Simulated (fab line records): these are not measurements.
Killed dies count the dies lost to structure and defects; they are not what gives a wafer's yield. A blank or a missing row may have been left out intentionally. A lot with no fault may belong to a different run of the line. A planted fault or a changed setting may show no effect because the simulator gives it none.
What tool caused it? || flow sky130 || 33 wafers from 11 lots sampled at 5 of the route's 708 steps

## WHAT THE GAUGES READ, wafer by wafer
SKY_VIA1_THK_MEAS_01. Usual: VIA1_HDPCVD_THK typically reads 1035 nm, with standard deviation 12.
{"lot": "L551", "measured": "day 32 22:02", "on": "filmMetro-01", "VIA1_HDPCVD_THK (nm)": "1023 1022 1028", "flag": ""}
{"lot": "L554", "measured": "day 33 21:43", "on": "filmMetro-02", "VIA1_HDPCVD_THK (nm)": "1045 1046 1049", "flag": ""}
{"lot": "L557", "measured": "day 34 18:25", "on": "filmMetro-01", "VIA1_HDPCVD_THK (nm)": "1023 1040 1036", "flag": ""}
{"lot": "L556", "measured": "day 34 21:27", "on": "filmMetro-02", "VIA1_HDPCVD_THK (nm)": "1042 1034 1030", "flag": ""}
{"lot": "L559", "measured": "day 35 21:03", "on": "filmMetro-01", "VIA1_HDPCVD_THK (nm)": "1047 1032 1041", "flag": ""}
{"lot": "L560", "measured": "day 35 22:32", "on": "filmMetro-01", "VIA1_HDPCVD_THK (nm)": "1031 1027 1036", "flag": ""}
{"lot": "L563", "measured": "day 37 01:26", "on": "filmMetro-02", "VIA1_HDPCVD_THK (nm)": "1032 1041 1018", "flag": ""}
{"lot": "L564", "measured": "day 37 07:06", "on": "filmMetro-04", "VIA1_HDPCVD_THK (nm)": "878 882 891", "flag": "OFF"}
{"lot": "L566", "measured": "day 37 17:20", "on": "filmMetro-02", "VIA1_HDPCVD_THK (nm)": "887 872 877", "flag": "OFF"}
{"lot": "L573", "measured": "day 39 12:18", "on": "filmMetro-04", "VIA1_HDPCVD_THK (nm)": "1028 1033 1057", "flag": ""}
{"lot": "L574", "measured": "day 39 22:58", "on": "filmMetro-02", "VIA1_HDPCVD_THK (nm)": "1064 1031 1047", "flag": ""}

SKY_VIA1_OVL_MEAS_13. Usual: VIA1_OVL typically reads 4 nm, with standard deviation 5.6.
{"lot": "L551", "measured": "day 34 01:17", "on": "overlay-02", "VIA1_OVL (nm)": "4 14 6", "flag": ""}
{"lot": "L554", "measured": "day 35 00:10", "on": "overlay-02", "VIA1_OVL (nm)": "-1 3 3", "flag": ""}
{"lot": "L557", "measured": "day 35 21:23", "on": "overlay-01", "VIA1_OVL (nm)": "-5 -5 2", "flag": ""}
{"lot": "L556", "measured": "day 36 00:33", "on": "overlay-01", "VIA1_OVL (nm)": "12 7 10", "flag": ""}
{"lot": "L559", "measured": "day 36 23:54", "on": "overlay-01", "VIA1_OVL (nm)": "-8 9 9", "flag": ""}
{"lot": "L560", "measured": "day 37 01:14", "on": "overlay-01", "VIA1_OVL (nm)": "1 9 7", "flag": ""}
{"lot": "L563", "measured": "day 38 04:41", "on": "overlay-01", "VIA1_OVL (nm)": "10 5 2", "flag": ""}
{"lot": "L564", "measured": "day 38 09:21", "on": "overlay-01", "VIA1_OVL (nm)": "11 9 2", "flag": ""}
{"lot": "L566", "measured": "day 38 19:14", "on": "overlay-02", "VIA1_OVL (nm)": "4 11 8", "flag": ""}
{"lot": "L573", "measured": "day 40 13:17", "on": "overlay-02", "VIA1_OVL (nm)": "4 10 16", "flag": ""}
{"lot": "L574", "measured": "day 41 00:05", "on": "overlay-01", "VIA1_OVL (nm)": "6 12 12", "flag": ""}

## WHICH TOOL RAN EACH LOT (tool, then ch and the chambers of the sampled wafers, then the start)
{"lot": "L551", "SKY_METAL1_SPUTTER_04": "pvdSputter-01, day 31 17:46", "SKY_METAL1_METAL_ETCH_19": "rieMetal-02 ch 0,1, day 32 21:15", "SKY_VIA1_HDPCVD_00": "hdpcvd-01 ch 0,1,2, day 32 21:56"}
{"lot": "L554", "SKY_METAL1_SPUTTER_04": "pvdSputter-03, day 32 18:05", "SKY_METAL1_METAL_ETCH_19": "rieMetal-04 ch 0,1, day 33 20:55", "SKY_VIA1_HDPCVD_00": "hdpcvd-01 ch 0,1,2, day 33 21:36"}
{"lot": "L557", "SKY_METAL1_SPUTTER_04": "pvdSputter-02, day 33 14:04", "SKY_METAL1_METAL_ETCH_19": "rieMetal-01 ch 0, day 34 17:32", "SKY_VIA1_HDPCVD_00": "hdpcvd-01 ch 0,2, day 34 18:17"}
{"lot": "L556", "SKY_METAL1_SPUTTER_04": "pvdSputter-03, day 33 18:10", "SKY_METAL1_METAL_ETCH_19": "rieMetal-02 ch 0,1, day 34 20:38", "SKY_VIA1_HDPCVD_00": "hdpcvd-02 ch 0,1, day 34 21:20"}
{"lot": "L559", "SKY_METAL1_SPUTTER_04": "pvdSputter-01, day 34 17:34", "SKY_METAL1_METAL_ETCH_19": "rieMetal-04 ch 0,1, day 35 20:15", "SKY_VIA1_HDPCVD_00": "hdpcvd-02 ch 1,2, day 35 20:55"}
{"lot": "L560", "SKY_METAL1_SPUTTER_04": "pvdSputter-02, day 34 19:11", "SKY_METAL1_METAL_ETCH_19": "rieMetal-02 ch 1, day 35 21:44", "SKY_VIA1_HDPCVD_00": "hdpcvd-01 ch 0,1, day 35 22:26"}
{"lot": "L563", "SKY_METAL1_SPUTTER_04": "pvdSputter-03, day 35 22:31", "SKY_METAL1_METAL_ETCH_19": "rieMetal-01 ch 0,1, day 37 00:35", "SKY_VIA1_HDPCVD_00": "hdpcvd-02 ch 0,2, day 37 01:19"}
{"lot": "L564", "SKY_METAL1_SPUTTER_04": "pvdSputter-03, day 36 04:00", "SKY_METAL1_METAL_ETCH_19": "rieMetal-02 ch 0,1, day 37 06:13", "SKY_VIA1_HDPCVD_00": "hdpcvd-01 ch 0,1,2, day 37 06:58"}
{"lot": "L566", "SKY_METAL1_SPUTTER_04": "pvdSputter-01, day 36 13:34", "SKY_METAL1_METAL_ETCH_19": "rieMetal-04 ch 0,1, day 37 16:30", "SKY_VIA1_HDPCVD_00": "hdpcvd-01 ch 0,2, day 37 17:13"}
{"lot": "L573", "SKY_METAL1_SPUTTER_04": "pvdSputter-01, day 38 10:02", "SKY_METAL1_METAL_ETCH_19": "rieMetal-02 ch 0,1, day 39 11:25", "SKY_VIA1_HDPCVD_00": "hdpcvd-02 ch 0,2, day 39 12:10"}
{"lot": "L574", "SKY_METAL1_SPUTTER_04": "pvdSputter-03, day 38 21:25", "SKY_METAL1_METAL_ETCH_19": "rieMetal-02 ch 0,1, day 39 22:05", "SKY_VIA1_HDPCVD_00": "hdpcvd-02 ch 0,1, day 39 22:50"}
- SKY_METAL1_SPUTTER_04: material TiN, target thk 70 nm, time 58.3 s.
- SKY_METAL1_METAL_ETCH_19: etches the open film in Cl2/BCl3, stops on SiO2, target depth 360 nm, time 78 s.
- SKY_VIA1_HDPCVD_00: deposits SiO2, target thk 1030 nm, time 171.7 s.

## WHAT THE TOOLS THEMSELVES READ (means of the sampled wafers that have a number; where no wafer has one, the mark that the record gives instead)
SKY_METAL1_SPUTTER_04. Usual: chamberPressurePa 0.4000 Pa, standard deviation 0.0008; throttleValvePct 30.2 %, standard deviation 0.75.
{"lot": "L551", "tool": "pvdSputter-01", "chamberPressurePa (Pa)": 0.4001, "throttleValvePct (%)": 29.4, "flag": ""}
{"lot": "L554", "tool": "pvdSputter-03", "chamberPressurePa (Pa)": 0.3998, "throttleValvePct (%)": 31.1, "flag": ""}
{"lot": "L557", "tool": "pvdSputter-02", "chamberPressurePa (Pa)": 0.4005, "throttleValvePct (%)": 29.9, "flag": ""}
{"lot": "L556", "tool": "pvdSputter-03", "chamberPressurePa (Pa)": 0.4003, "throttleValvePct (%)": 30.7, "flag": ""}
{"lot": "L559", "tool": "pvdSputter-01", "chamberPressurePa (Pa)": 0.4001, "throttleValvePct (%)": 29.5, "flag": ""}
{"lot": "L560", "tool": "pvdSputter-02", "chamberPressurePa (Pa)": 0.3997, "throttleValvePct (%)": 29.9, "flag": ""}
{"lot": "L563", "tool": "pvdSputter-03", "chamberPressurePa (Pa)": 0.4007, "throttleValvePct (%)": 31.3, "flag": ""}
{"lot": "L564", "tool": "pvdSputter-03", "chamberPressurePa (Pa)": 0.3995, "throttleValvePct (%)": 31.1, "flag": ""}
{"lot": "L566", "tool": "pvdSputter-01", "chamberPressurePa (Pa)": 0.4000, "throttleValvePct (%)": 29.6, "flag": ""}
{"lot": "L573", "tool": "pvdSputter-01", "chamberPressurePa (Pa)": 0.3990, "throttleValvePct (%)": 29.4, "flag": ""}
{"lot": "L574", "tool": "pvdSputter-03", "chamberPressurePa (Pa)": 0.4001, "throttleValvePct (%)": 31.0, "flag": ""}

SKY_METAL1_METAL_ETCH_19. Usual: drypumpMotorCurrentA 6.0 A, standard deviation 0.37; heBacksideLeakSccm 3.4 sccm, standard deviation 0.36; oesProductAu 0.854 a.u., standard deviation 0.0057; throttleValvePct 22.263 %, standard deviation 0.0074.
{"lot": "L551", "tool": "rieMetal-02", "drypumpMotorCurrentA (A)": 5.8, "heBacksideLeakSccm (sccm)": 3.2, "oesProductAu (a.u.)": 0.851, "throttleValvePct (%)": 22.267, "flag": ""}
{"lot": "L554", "tool": "rieMetal-04", "drypumpMotorCurrentA (A)": 6.1, "heBacksideLeakSccm (sccm)": 3.4, "oesProductAu (a.u.)": 0.853, "throttleValvePct (%)": 22.260, "flag": ""}
{"lot": "L557", "tool": "rieMetal-01", "drypumpMotorCurrentA (A)": 5.4, "heBacksideLeakSccm (sccm)": 3.5, "oesProductAu (a.u.)": 0.856, "throttleValvePct (%)": 22.259, "flag": ""}
{"lot": "L556", "tool": "rieMetal-02", "drypumpMotorCurrentA (A)": 5.8, "heBacksideLeakSccm (sccm)": 3.3, "oesProductAu (a.u.)": 0.857, "throttleValvePct (%)": 22.258, "flag": ""}
{"lot": "L559", "tool": "rieMetal-04", "drypumpMotorCurrentA (A)": 6.2, "heBacksideLeakSccm (sccm)": 3.4, "oesProductAu (a.u.)": 0.856, "throttleValvePct (%)": 22.270, "flag": ""}
{"lot": "L560", "tool": "rieMetal-02", "drypumpMotorCurrentA (A)": 5.6, "heBacksideLeakSccm (sccm)": 3.2, "oesProductAu (a.u.)": 0.858, "throttleValvePct (%)": 22.260, "flag": ""}
{"lot": "L563", "tool": "rieMetal-01", "drypumpMotorCurrentA (A)": 6.2, "heBacksideLeakSccm (sccm)": 3.1, "oesProductAu (a.u.)": 0.852, "throttleValvePct (%)": 22.267, "flag": ""}
{"lot": "L564", "tool": "rieMetal-02", "drypumpMotorCurrentA (A)": 6.0, "heBacksideLeakSccm (sccm)": 3.3, "oesProductAu (a.u.)": 0.851, "throttleValvePct (%)": 22.262, "flag": ""}
{"lot": "L566", "tool": "rieMetal-04", "drypumpMotorCurrentA (A)": 6.2, "heBacksideLeakSccm (sccm)": 3.6, "oesProductAu (a.u.)": 0.852, "throttleValvePct (%)": 22.260, "flag": ""}
{"lot": "L573", "tool": "rieMetal-02", "drypumpMotorCurrentA (A)": 6.0, "heBacksideLeakSccm (sccm)": 3.4, "oesProductAu (a.u.)": 0.855, "throttleValvePct (%)": 22.257, "flag": ""}
{"lot": "L574", "tool": "rieMetal-02", "drypumpMotorCurrentA (A)": 5.9, "heBacksideLeakSccm (sccm)": 3.3, "oesProductAu (a.u.)": 0.857, "throttleValvePct (%)": 22.262, "flag": ""}

SKY_VIA1_HDPCVD_00. Usual: pressureMtorr 6.002 mTorr, standard deviation 0.011; sih4FlowSccm 60.00 sccm, standard deviation 0.19.
{"lot": "L551", "tool": "hdpcvd-01", "pressureMtorr (mTorr)": 5.993, "sih4FlowSccm (sccm)": 60.06, "flag": ""}
{"lot": "L554", "tool": "hdpcvd-01", "pressureMtorr (mTorr)": 5.996, "sih4FlowSccm (sccm)": 60.04, "flag": ""}
{"lot": "L557", "tool": "hdpcvd-01", "pressureMtorr (mTorr)": 6.012, "sih4FlowSccm (sccm)": 59.91, "flag": ""}
{"lot": "L556", "tool": "hdpcvd-02", "pressureMtorr (mTorr)": 6.007, "sih4FlowSccm (sccm)": 60.06, "flag": ""}
{"lot": "L559", "tool": "hdpcvd-02", "pressureMtorr (mTorr)": 6.009, "sih4FlowSccm (sccm)": 60.08, "flag": ""}
{"lot": "L560", "tool": "hdpcvd-01", "pressureMtorr (mTorr)": 6.001, "sih4FlowSccm (sccm)": 59.96, "flag": ""}
{"lot": "L563", "tool": "hdpcvd-02", "pressureMtorr (mTorr)": 6.013, "sih4FlowSccm (sccm)": 60.00, "flag": ""}
{"lot": "L564", "tool": "hdpcvd-01", "pressureMtorr (mTorr)": 6.000, "sih4FlowSccm (sccm)": 50.97, "flag": "OFF"}
{"lot": "L566", "tool": "hdpcvd-01", "pressureMtorr (mTorr)": 5.995, "sih4FlowSccm (sccm)": 51.16, "flag": "OFF"}
{"lot": "L573", "tool": "hdpcvd-02", "pressureMtorr (mTorr)": 6.002, "sih4FlowSccm (sccm)": 59.88, "flag": ""}
{"lot": "L574", "tool": "hdpcvd-02", "pressureMtorr (mTorr)": 6.012, "sih4FlowSccm (sccm)": 60.01, "flag": ""}

## THE ANSWER, worked out from the rows above alone
Rule: a lot counts as off when the mean over its wafers that have a number is more than 3 standard deviations away from the usual mean. Also off: a lot with no number at a reading for which 4 or more lots have one. All remaining lots with rows at the step are treated as sound. First the gauges in route order, then the tools' own readings, where a lot's mean is used as printed above. At the first step where some lot is off, the reading lying furthest off is the one used; lots without a number count as furthest.
Off: L564, L566, seen at SKY_VIA1_THK_MEAS_01 (VIA1_HDPCVD_THK).
If a tool, at a process step before that reading, ran all the lots that are off and no sound lot after the first of them, it fits. The gauges at SKY_VIA1_THK_MEAS_01 aren't tried: what is off there is off at SKY_VIA1_HDPCVD_00 too, on other tools, and a gauge's error can't cause that. One candidate fits, namely hdpcvd-01 at SKY_VIA1_HDPCVD_00. A fault onset in the window from L560 (day 35 22:26, its last sound lot) to L564 (day 37 06:58, its first lot off) fits.
On the lots that are off, the tool's own readings at SKY_VIA1_HDPCVD_00 differ by more than 5 times the standard deviation of the sound lots' means, which bears it out; sih4FlowSccm reads 51.06 sccm there versus 60.00 sccm on the sound lots.

## WHAT THE SIMULATOR HAD PUT IN
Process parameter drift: hdpcvd-01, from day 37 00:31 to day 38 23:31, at SKY_VIA1_HDPCVD_00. Setting sih4FlowSccm, moved by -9, from 60. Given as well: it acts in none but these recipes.
Struck lots among those shown: L564, L566. This agrees with what the rule above found.
